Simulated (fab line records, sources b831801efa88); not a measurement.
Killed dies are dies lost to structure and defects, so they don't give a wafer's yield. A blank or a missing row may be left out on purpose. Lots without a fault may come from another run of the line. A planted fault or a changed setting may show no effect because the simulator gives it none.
A struck lot beside a sound one | flow sky130 | 15 steps out of a route of 708
Sound: wafers L480.1, L480.2, L480.3. Struck: wafers L488.1, L488.3, L488.4. The cause comes at the end.
At each step with rows: each side's tool, then ch and its chambers, then its first start. Under that, the readings that differ: sound wafers | struck wafers | difference of the means | sigmas: that difference in standard deviations of wafers without a fault.
alike: readings whose means differ by less than 2 such deviations, and words and numbers that are the same on both sides. not compared: withheld readings, readings that some wafer has no value for, bounds like >300 that may hide the same value, and numbers for which the record gives no deviation and whose values overlap.
The two part at a step that has a row with sigmas, a row that says differs or no value, or rows on one side only. Numbers that don't overlap but have no deviation are shown without sigmas and don't part them. A reading that every wafer of one side lacks parts them only if that side has two wafers or more.

first, 3 steps without rows for these wafers: SKY_LDD_LDN_EXPOSE_04 (exposes mask LDNTM, target cd 700 nm); SKY_LDD_LDN_PEB_05; SKY_LDD_LDN_DEVELOP_06 (develop time 60 s).
SKY_LDD_LDN_OVL_MEAS_07:
  sound on overlay-02, day 23 10:55; struck on overlay-02, day 27 01:07
  alike: LDD_LDN_OVL
then, 4 steps without rows for these wafers: SKY_LDD_LDN_IMPLANT_08; SKY_LDD_LDN_IMPLANT_09; SKY_LDD_LDN_IMPLANT_10; SKY_LDD_LDN_IMPLANT_11.
SKY_LDD_LDN_STRIP_12: strips in O2/N2.
  sound on plasma_asher-02 ch 0,1, day 23 11:33; struck on plasma_asher-03 ch 0,1, day 27 01:46
  alike: chamber_pressure_mTorr, drypump_motor_current_A, n2_flow_sccm, oes_product_au, strip_time_to_endpoint_s
  not compared: rf_hours_counter_h
SKY_LDD_LDN_TW_MEAS_13:
  sound on film_metro-02, day 23 11:39; struck on film_metro-02, day 27 01:52
  alike: LDD_LDN_TW
then, 2 steps without rows for these wafers: SKY_LDD_LDN_CLEAN_14 (cleans in SC1/SC2, time 150 s); SKY_SPACER_CVD_00 (deposits Si3N4 from DCS/NH3, target thk 43.1 nm, time 740 s).
SKY_SPACER_THK_MEAS_01:
  sound on film_metro-04, day 23 13:23; struck on film_metro-04, day 27 04:17
  reading                | sound          | struck         | difference | sigmas
  SPACER_CVD_00_THK (nm) | 43.3 43.0 42.9 | 44.8 44.7 44.5 | +1.6       | +5
  not compared: hold
SKY_SPACER_ETCHBACK_02: etches Si3N4 in CH3F/O2, stops on SiO2, time 46.7 s, target depth 45 nm.
  sound on rie_diel-01 ch 0,1,2, day 23 13:26; struck on rie_diel-02 ch 0,1,2, day 27 08:16
  reading | sound | struck                                                                     | difference                   | sigmas
  hold    | - - - | await_dispo/3.9h/release await_dispo/3.9h/release await_dispo/3.9h/release | no value on the sound wafers |
  alike: O2_flow_sccm, chamber_pressure_mTorr, drypump_motor_current_A, oes_product_au, throttle_valve_pct
  not compared: rf_hours_counter_h
SKY_PAD_OPEN_PROBE_99:
  the record has rows for the sound wafers here (prober-01, day 46 17:43) and none for the struck ones

WHERE THEY PART
First at SKY_SPACER_THK_MEAS_01; last, within this record, at SKY_PAD_OPEN_PROBE_99.

WHY: what the simulator had put in
Metrology matching offset: film_metro-04, from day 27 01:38 on, at SKY_SPACER_THK_MEAS_01. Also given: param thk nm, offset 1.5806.
